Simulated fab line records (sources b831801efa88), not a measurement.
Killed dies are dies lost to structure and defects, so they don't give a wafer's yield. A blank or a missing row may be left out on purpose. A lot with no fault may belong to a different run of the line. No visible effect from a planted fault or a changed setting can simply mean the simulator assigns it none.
Matching of chambers / flow sky130 / SKY_VIA4_CMP_02 on cmp-01: 4 sister chambers
The step polishes SiO2. 4 wafers are shown with their chamber, then 7 later ones without.

## WAFERS WITH THEIR CHAMBER
wafer=L718.2; chamber=3; motorCurrentA (A)=11.2
wafer=L718.5; chamber=2; motorCurrentA (A)=11.8
wafer=L726.1; chamber=1; motorCurrentA (A)=10.6
wafer=L726.2; chamber=0; motorCurrentA (A)=13.7

## WAFERS WITHOUT THEIR CHAMBER
wafer=L726.6; motorCurrentA (A)=10.8
wafer=L734.2; motorCurrentA (A)=10.7
wafer=L734.3; motorCurrentA (A)=11.2
wafer=L734.6; motorCurrentA (A)=10.7
wafer=L735.1; motorCurrentA (A)=11.3
wafer=L735.3; motorCurrentA (A)=11.1
wafer=L735.5; motorCurrentA (A)=13.4

## WHICH CHAMBER EACH WENT THROUGH
wafer=L726.6; from the rows above=can't be placed: 1 or 3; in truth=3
wafer=L734.2; from the rows above=1; in truth=1
wafer=L734.3; from the rows above=3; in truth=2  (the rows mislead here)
wafer=L734.6; from the rows above=1; in truth=1
wafer=L735.1; from the rows above=3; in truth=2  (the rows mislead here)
wafer=L735.3; from the rows above=3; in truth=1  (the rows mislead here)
wafer=L735.5; from the rows above=0; in truth=0
3 of 7 placed correctly. From these rows, 1 cannot be placed; in 1 the true chamber is one of the candidates. Placed wrongly: 3.
How it was worked out, from the rows above alone: a wafer's distance from a chamber is the root of the sum, over the readings, of the square of ((its reading less the chamber's mean) divided by the reading's scatter). The wafer belongs to the nearest chamber; if the next one is less than 2 further off, it can't be placed. The mean given for a chamber averages the wafers shown for that chamber. The scatter: root of mean squared gap, hidden wafer to nearest shown wafer, with one shown wafer a chamber.
